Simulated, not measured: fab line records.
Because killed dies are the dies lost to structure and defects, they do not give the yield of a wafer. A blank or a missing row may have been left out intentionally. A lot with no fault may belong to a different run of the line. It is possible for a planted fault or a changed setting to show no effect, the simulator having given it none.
fab line records	flow gf180mcu
[record] lots = 13	wafers = 39	lastDay = 34
route steps=602 shown HV_LDD@226 PSD@255 NSD@262
lots untouched by any fault: they come from a run of this same line in which no faults occurred
startH: hours from the record's first day to the start of the lot's first wafer shown	waitH: hours elapsed since this lot's preceding step	" same as the row above	L1.1+2: several wafers, shown together as one row	- no value, or no start was given	* or withheld: withheld	< > ~ a bound
route shown NAME@n: names a module that has steps shown in the file, with the first one's number in the route	usual: average and standard deviation across the fault-free wafers	same: alike in all rows	chamber/n: place in a boat	sites: per-site readings	_std_site: their standard deviation	_edge_site: mean of outer sites minus mean of inner sites	radiusMm: for every site, how far away it sits from the centre of the wafer	mask NAME#n: copy n	behind: tool/chamber where the wafer was last shaped	hold: why the lot was held/for how many hours/how that ended	device: the transistor (n, p or np) that didn't switch	end of line: tests of these same wafers at the route's end	where a step has no rows: the recipe by itself	killed: dies that structure and defects cost at the first sort, which is not the same as the wafer's yield	map: shows each die of a wafer: x if killed, . if not, _ if none is there
set.NAME: the setting as run; set.NAME@STEP: as run at that earlier step	model.NAME: the simulator's own value behind a step, which no gauge read
one table for each step of the route and one row for each wafer, over a sample of lots
services: when a tool's chamber went out of use (startH, in hours from the record's first day, below 0 if earlier), for how many hours, and the reason
[[steps]]
[step GF_HV_LDD_TW_MEAS_50]
[usual] HV_LDD_4_TW = 577/6.9
lot.wafer	tool	chamber	startH	waitH	HV_LDD_4_TW
L657.2	filmMetro-01	-	271.53	0.1	578
L657.3	"	-	"	"	575
L657.5	"	-	"	"	575
L658.2	filmMetro-04	-	286.05	0.1	583
L658.3	"	-	"	"	579
L658.5	"	-	"	"	583
L660.1	filmMetro-04	-	304.52	0.1	583
L660.2	"	-	"	"	585
L660.3	"	-	"	"	586
L661.1	filmMetro-03	-	315.82	0.1	570
L661.2	"	-	"	"	571
L661.3	"	-	"	"	570
L663.1	filmMetro-03	-	329.32	0.1	569
L663.2	"	-	"	"	569
L663.4	"	-	"	"	569
L664.1	filmMetro-04	-	338.57	0.1	587
L664.5	"	-	"	"	584
L664.6	"	-	"	"	587
L674.2	filmMetro-03	-	410.08	0.1	567
L674.3	"	-	"	"	564
L674.4	"	-	"	"	564
L675.2	filmMetro-01	-	414.23	0.1	578
L675.5	"	-	"	"	579
L675.6	"	-	"	"	578
L676.2	filmMetro-01	-	420.17	0.2	580
L676.3	"	-	"	"	577
L676.5	"	-	"	"	579
L677.2	filmMetro-04	-	426.83	0.1	585
L677.3	"	-	"	"	583
L677.4	"	-	"	"	583
L678.2	filmMetro-01	-	440.98	0.1	572
L678.4	"	-	"	"	573
L678.6	"	-	"	"	573
L679.3	filmMetro-01	-	446.25	0.1	578
L679.5	"	-	"	"	575
L679.6	"	-	"	"	578
L680.1	filmMetro-03	-	459.38	0.1	567
L680.2	"	-	"	"	569
L680.4	"	-	"	"	566
[step GF_PSD_CD_MEAS_07]
[recipe] targetCdNm = 400
[usual] cdNm = 400.0/2
lot.wafer	tool	chamber	startH	waitH	cdNm
L657.2	cdSem-02	-	316.39	0.1	399.8
L657.3	"	-	"	"	399.5
L657.5	"	-	"	"	399.9
L658.2	cdSem-02	-	331.09	0.1	399.7
L658.3	"	-	"	"	400.4
L658.5	"	-	"	"	398.5
L660.1	cdSem-02	-	348.68	0.1	402.7
L660.2	"	-	"	"	401.2
L660.3	"	-	"	"	402.8
L661.1	cdSem-01	-	363.26	0.1	399.2
L661.2	"	-	"	"	396.7
L661.3	"	-	"	"	398.2
L663.1	cdSem-02	-	377.03	0.1	401.3
L663.2	"	-	"	"	399.7
L663.4	"	-	"	"	400.8
L664.1	cdSem-02	-	387.39	0.1	401.4
L664.5	"	-	"	"	401.3
L664.6	"	-	"	"	399.6
L674.2	cdSem-01	-	461.85	0.1	398.9
L674.3	"	-	"	"	399.6
L674.4	"	-	"	"	400.9
L675.2	cdSem-01	-	465.41	0.1	398.6
L675.5	"	-	"	"	399.9
L675.6	"	-	"	"	398.6
L676.2	cdSem-02	-	471.65	0.1	405.1
L676.3	"	-	"	"	402.8
L676.5	"	-	"	"	402.8
L677.2	cdSem-02	-	477.83	0.1	398.5
L677.3	"	-	"	"	400.4
L677.4	"	-	"	"	398.7
L678.2	cdSem-01	-	492.05	0.1	401.8
L678.4	"	-	"	"	400.7
L678.6	"	-	"	"	399.2
L679.3	cdSem-02	-	498.65	0.1	402.7
L679.5	"	-	"	"	400.5
L679.6	"	-	"	"	399.3
L680.1	cdSem-01	-	510.81	0.1	398.0
L680.2	"	-	"	"	396.3
L680.4	"	-	"	"	396.6
[step GF_PSD_TW_MEAS_11]
[usual] PSD_TW = 3175/34
lot.wafer	tool	chamber	startH	waitH	PSD_TW
L657.2	filmMetro-02	-	316.78	0.1	3163
L657.3	"	-	"	"	3158
L657.5	"	-	"	"	3147
L658.2	filmMetro-02	-	331.48	0.1	3145
L658.3	"	-	"	"	3143
L658.5	"	-	"	"	3168
L660.1	filmMetro-03	-	349.09	0.1	3162
L660.2	"	-	"	"	3186
L660.3	"	-	"	"	3177
L661.1	filmMetro-03	-	363.67	0.1	3173
L661.2	"	-	"	"	3175
L661.3	"	-	"	"	3182
L663.1	filmMetro-01	-	377.44	0.1	3212
L663.2	"	-	"	"	3200
L663.4	"	-	"	"	3204
L664.1	filmMetro-01	-	387.79	0.1	3203
L664.5	"	-	"	"	3203
L664.6	"	-	"	"	3212
L674.2	filmMetro-02	-	462.24	0.1	3163
L674.3	"	-	"	"	3144
L674.4	"	-	"	"	3149
L675.2	filmMetro-01	-	465.83	0.1	3212
L675.5	"	-	"	"	3219
L675.6	"	-	"	"	3210
L676.2	filmMetro-02	-	472.04	0.1	3146
L676.3	"	-	"	"	3143
L676.5	"	-	"	"	3154
L677.2	filmMetro-02	-	478.23	0.1	3146
L677.3	"	-	"	"	3172
L677.4	"	-	"	"	3158
L678.2	filmMetro-02	-	492.44	0.1	3164
L678.4	"	-	"	"	3164
L678.6	"	-	"	"	3157
L679.3	filmMetro-02	-	499.04	0.1	3148
L679.5	"	-	"	"	3152
L679.6	"	-	"	"	3157
L680.1	filmMetro-03	-	511.22	0.1	3156
L680.2	"	-	"	"	3165
L680.4	"	-	"	"	3156
[step GF_PSD_RTA_13]
[recipe] tempC = 1025	timeS = 20	ambient = N2
[usual] lampPowerPct = 32.6/2.4	wafer_temp_C_max = 1031.2/2
lot.wafer	tool	chamber	startH	waitH	lampPowerPct	wafer_temp_C_max
L657.2	rtpAnneal-02	0	316.90	0.0	35.2	1029.6
L657.3	"	0	"	"	35.2	1028.8
L657.5	"	0	"	"	35.2	1028.9
L658.2	rtpAnneal-01	0	331.60	0.0	30.3	1033.5
L658.3	"	0	"	"	30.3	1030.9
L658.5	"	0	"	"	30.4	1033.6
L660.1	rtpAnneal-02	0	349.20	0.0	35.3	1031.2
L660.2	"	0	"	"	35.3	1028.9
L660.3	"	0	"	"	35.3	1029.7
L661.1	rtpAnneal-02	0	363.78	0.0	35.2	1030.1
L661.2	"	0	"	"	35.2	1030.5
L661.3	"	0	"	"	35.3	1031.0
L663.1	rtpAnneal-02	0	377.55	0.0	33.6	1011.2
L663.2	"	0	"	"	33.7	1011.1
L663.4	"	0	"	"	33.7	1012.0
L664.1	rtpAnneal-02	0	387.90	0.0	33.6	1011.4
L664.5	"	0	"	"	33.6	1012.9
L664.6	"	0	"	"	33.7	1011.8
L674.2	rtpAnneal-01	0	462.36	0.0	30.4	1032.3
L674.3	"	0	"	"	30.4	1033.6
L674.4	"	0	"	"	30.4	1032.2
L675.2	rtpAnneal-01	0	465.94	0.0	30.4	1031.9
L675.5	"	0	"	"	30.3	1034.4
L675.6	"	0	"	"	30.3	1034.6
L676.2	rtpAnneal-01	0	472.16	0.0	30.3	1034.0
L676.3	"	0	"	"	30.3	1031.8
L676.5	"	0	"	"	30.3	1032.4
L677.2	rtpAnneal-02	0	478.41	0.0	35.2	1030.8
L677.3	"	0	"	"	35.3	1030.8
L677.4	"	0	"	"	35.2	1028.9
L678.2	rtpAnneal-01	0	492.56	0.0	30.3	1031.1
L678.4	"	0	"	"	30.3	1032.5
L678.6	"	0	"	"	30.3	1032.9
L679.3	rtpAnneal-01	0	499.16	0.0	30.3	1032.3
L679.5	"	0	"	"	30.3	1031.9
L679.6	"	0	"	"	30.3	1032.9
L680.1	rtpAnneal-01	0	511.33	0.0	30.4	1031.4
L680.2	"	0	"	"	30.3	1031.7
L680.4	"	0	"	"	30.3	1035.1
[step GF_PSD_RS_MEAS_14]
[recipe] thkMeasGauge = four-point-probe
[usual] NSD_RS = 46.13/0.08
lot.wafer	tool	chamber	startH	waitH	NSD_RS[ohm/sq]
L657.2	filmMetro-03	-	316.98	0.1	46.22
L657.3	"	-	"	"	46.09
L657.5	"	-	"	"	46.25
L658.2	filmMetro-02	-	331.69	0.1	46.22
L658.3	"	-	"	"	46.18
L658.5	"	-	"	"	46.21
L660.1	filmMetro-03	-	349.36	0.1	46.17
L660.2	"	-	"	"	46.02
L660.3	"	-	"	"	46.06
L661.1	filmMetro-02	-	363.86	0.1	46.16
L661.2	"	-	"	"	46.21
L661.3	"	-	"	"	46.18
L663.1	filmMetro-03	-	377.63	0.1	48.43
L663.2	"	-	"	"	48.45
L663.4	"	-	"	"	48.35
L664.1	filmMetro-02	-	387.99	0.1	48.31
L664.5	"	-	"	"	48.58
L664.6	"	-	"	"	48.41
L674.2	filmMetro-03	-	462.45	0.1	45.96
L674.3	"	-	"	"	45.94
L674.4	"	-	"	"	46.02
L675.2	filmMetro-02	-	466.03	0.1	46.12
L675.5	"	-	"	"	46.06
L675.6	"	-	"	"	46.10
L676.2	filmMetro-03	-	472.25	0.1	46.10
L676.3	"	-	"	"	46.17
L676.5	"	-	"	"	46.10
L677.2	filmMetro-01	-	478.50	0.1	45.99
L677.3	"	-	"	"	46.12
L677.4	"	-	"	"	46.16
L678.2	filmMetro-02	-	492.65	0.1	46.13
L678.4	"	-	"	"	46.27
L678.6	"	-	"	"	46.09
L679.3	filmMetro-01	-	499.25	0.1	45.99
L679.5	"	-	"	"	45.99
L679.6	"	-	"	"	46.16
L680.1	filmMetro-01	-	511.42	0.1	46.09
L680.2	"	-	"	"	46.15
L680.4	"	-	"	"	46.04
[step GF_PSD_RS_MEAS_15]
[recipe] thkMeasGauge = four-point-probe
[usual] PSD_RS = 108.59/0.27
lot.wafer	tool	chamber	startH	waitH	PSD_RS[ohm/sq]
L657.2	filmMetro-03	-	317.10	0.1	109.05
L657.3	"	-	"	"	108.60
L657.5	"	-	"	"	108.73
L658.2	filmMetro-02	-	331.81	0.1	108.93
L658.3	"	-	"	"	108.80
L658.5	"	-	"	"	108.49
L660.1	filmMetro-03	-	349.48	0.1	108.73
L660.2	"	-	"	"	108.81
L660.3	"	-	"	"	108.78
L661.1	filmMetro-02	-	363.98	0.1	108.80
L661.2	"	-	"	"	108.61
L661.3	"	-	"	"	108.58
L663.1	filmMetro-03	-	377.75	0.1	120.07
L663.2	"	-	"	"	120.28
L663.4	"	-	"	"	119.98
L664.1	filmMetro-02	-	388.11	0.1	120.10
L664.5	"	-	"	"	120.18
L664.6	"	-	"	"	120.31
L674.2	filmMetro-03	-	462.57	0.1	108.07
L674.3	"	-	"	"	108.02
L674.4	"	-	"	"	107.91
L675.2	filmMetro-02	-	466.15	0.1	108.34
L675.5	"	-	"	"	108.38
L675.6	"	-	"	"	108.51
L676.2	filmMetro-03	-	472.37	0.1	108.80
L676.3	"	-	"	"	109.14
L676.5	"	-	"	"	108.33
L677.2	filmMetro-01	-	478.62	0.1	108.01
L677.3	"	-	"	"	108.18
L677.4	"	-	"	"	108.51
L678.2	filmMetro-02	-	492.77	0.1	108.69
L678.4	"	-	"	"	108.44
L678.6	"	-	"	"	108.56
L679.3	filmMetro-01	-	499.37	0.1	108.44
L679.5	"	-	"	"	108.78
L679.6	"	-	"	"	108.68
L680.1	filmMetro-01	-	511.54	0.1	108.38
L680.2	"	-	"	"	108.24
L680.4	"	-	"	"	108.71
[[services]]
tool	chamber	startH	hours	kind
rtpAnneal-01	-	446.94	4.4	pm
rtpAnneal-02	-	451.30	3.9	pm
[[key]]
[firstSign] step = GF_PSD_RTA_13	reading = wafer_temp_C_max	direction = down	sigmas = 9.7	usual = *	struck = *
[effect] step = GF_PSD_RS_MEAS_14	reading = NSD_RS	direction = up	sigmas = 29	usual = 46.13	struck = 48.42
[effect] step = GF_PSD_RS_MEAS_15	reading = PSD_RS	direction = up	sigmas = 43	usual = 108.59	struck = 120.15
metAt GF_PSD_RTA_13
struckLots L663,L664
testerLeftOut L663,L664
notActingAt GF_HV_LDD_TW_MEAS_50,GF_PSD_CD_MEAS_07,GF_PSD_TW_MEAS_11
onsetBetween 363.78 377.55
[fault] kind = processParameterDrift	tool = rtpAnneal-02	chamber = -	onsetH = 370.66	steps = GF_PSD_RTA_13	channel = tempC	offset = *	shape = step	endH = 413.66	actsIn = *	stated = *
// testerLeftOut: of these lots the tester's yield and bins aren't shown, on N5 and GAA mostly nor the transistor test; their killed dies are dies lost to structure and defects alone, not to doping, threshold or leakage, so they don't give the yield
